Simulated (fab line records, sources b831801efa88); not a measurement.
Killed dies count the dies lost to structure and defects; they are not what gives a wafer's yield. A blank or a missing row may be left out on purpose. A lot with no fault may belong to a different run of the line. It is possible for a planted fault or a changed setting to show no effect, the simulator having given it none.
Comparing a struck lot with a sound one ; flow sky130 ; 15 out of 708 route steps
Sound: these wafers, L870.2, L870.4, L870.5. Struck: wafers L881.4, L881.5, L881.6. The cause is given at the end.
Per side, at each step with rows, come the tool, then ch with its chambers, and then its first start. Under that, the readings that differ: sound wafers ; struck wafers ; difference of the means ; sigmas: that difference in standard deviations of wafers without a fault.
alike: a reading whose means differ by less than 2 such deviations, as well as words and numbers matching on both sides. not compared: withheld readings; readings where some wafer has no value; bounds like >300 that might hide an equal value; numbers whose values overlap and for which the record gives no deviation.
The two part at a step that has a row with sigmas, a row that says differs or no value, or rows on one side only. When numbers do not overlap yet have no deviation, they are printed without sigmas and do not part them. A reading that every wafer of one side lacks parts them only if that side has two wafers or more.

SKY_CAPM_SPUTTER_02: material TiN, target thk 200 nm, time 166.7 s.
  sound on pvd_sputter-02, day 36 17:29; struck on pvd_sputter-04, day 40 07:43
  alike: throttle_valve_pct
SKY_CAPM_RS_MEAS_03: measurement is done with a four-point probe.
  sound on film_metro-02, day 36 17:37; struck on film_metro-03, day 40 07:53
reading;sound;struck;difference;sigmas
CAPM_TIN_RS (ohm/sq);6.71 6.68 6.63;6.96 6.93 6.83;+0.23;+2
SKY_CAPM_THK_MEAS_04: measures by xrf.
  sound on film_metro-02, day 36 17:43; struck on film_metro-03, day 40 07:59
reading;sound;struck;difference;sigmas
CAPM_TIN_THK (nm);209.3 210.0 212.4;200.8 201.3 204.8;-8.3;-3
then, 7 steps without rows for these wafers: SKY_CAPM_DEHYDRATE_05 (time 60 s); SKY_CAPM_HMDS_06 (prime time 60 s); SKY_CAPM_COAT_07 (resist thk 1140 nm); SKY_CAPM_SOFTBAKE_08 (time 60 s); SKY_CAPM_EXPOSE_09 (exposes mask CAPM, target cd 1000 nm); SKY_CAPM_PEB_10; SKY_CAPM_DEVELOP_11 (develop time 60 s).
SKY_CAPM_OVL_MEAS_12:
  sound on overlay-02, day 37 19:18; struck on overlay-01, day 41 07:44
  alike: CAPM_OVL
SKY_CAPM_METAL_ETCH_13: etches TiN in Cl2/BCl3, stops on SiO2, target depth 220 nm, time 62.9 s.
  sound on rie_metal-01 ch 0,1, day 37 19:20; struck on rie_metal-04 ch 0,1, day 41 07:47
reading;sound;struck;difference;sigmas
oes_product_au (a.u.);0.961 0.966 0.964;0.936 0.942 0.951;-0.021;-2
  alike: drypump_motor_current_A, mfc_cl2_sccm, throttle_valve_pct
  not compared: rf_hours_counter_h
SKY_CAPM_STRIP_14: strips in O2/N2.
  sound on plasma_asher-04 ch 0,1, day 37 19:24; struck on plasma_asher-04 ch 0,1, day 41 07:52
  no value came back on the struck wafers for chamber_pressure_mTorr (mTorr), drypump_motor_current_A (A), oes_product_au (a.u.), strip_time_to_endpoint_s (s); on the sound wafers chamber_pressure_mTorr (mTorr) reads 1501.4 1499.9 1501.1
reading;sound;struck;difference;sigmas
model.NOVOLAK_of_CAPM_COAT_07.thk_nm (nm);0 0 0;992.4 994.6 993.3;+993.4;
  not compared: rf_hours_counter_h
then, 1 step without rows for these wafers: SKY_CAPM_STRIP_15 (strips in post etch residue remover, time 1200 s).
-- the record jumps here: 8 days lie between the struck wafers' starts before and after (it left off in module CAPM and takes up again in module PAD_OPEN, whose first step shown is number 708 of the route) --
SKY_PAD_OPEN_PROBE_99:
  sound on prober-02, day 46 02:28; struck on prober-01, day 48 21:04
reading;sound;struck;difference;sigmas
defect_limited_yield (%);84.3 83.3 82.9;0 0.6 0.4;-83;-42
killed_at_M0_to_M3;40 39 45;9 12 9;-31;-4
killed_at_contacts;22 31 22;6 12 4;-18;-3
killed_at_other;0 0 1;471 464 472;+469;+99 or more
killed_dies;77 82 84;492 489 490;+409;+41
killed_on_rim;20 17 18;96 96 96;+78;+20
killed_open;41 48 47;13 19 10;-31;-5
killed_short;36 34 37;8 6 8;-28;-4
sort_bin_3_pad_short (%);1.0 1.0 0.4;22.2 19.9 21.1;+20.3;+48
sort_bin_5_function (%);9.8 8.7 10.2;76.0 76.2 75.2;+66.2;+44
sort_bin_6_memory (%);4.9 6.9 6.5;1.8 3.3 3.3;-3.3;-3
sort_n_pass;415 410 408;0 3 2;-409;-41
sort_yield_pct (%);84.3 83.3 82.9;0 0.6 0.4;-83;-42
  alike: killed_at_M4_up, killed_at_front_end

== WHERE THEY PART ==
At SKY_CAPM_RS_MEAS_03 first; at SKY_PAD_OPEN_PROBE_99 last (within this record only).

WHY: the cause the simulator had injected
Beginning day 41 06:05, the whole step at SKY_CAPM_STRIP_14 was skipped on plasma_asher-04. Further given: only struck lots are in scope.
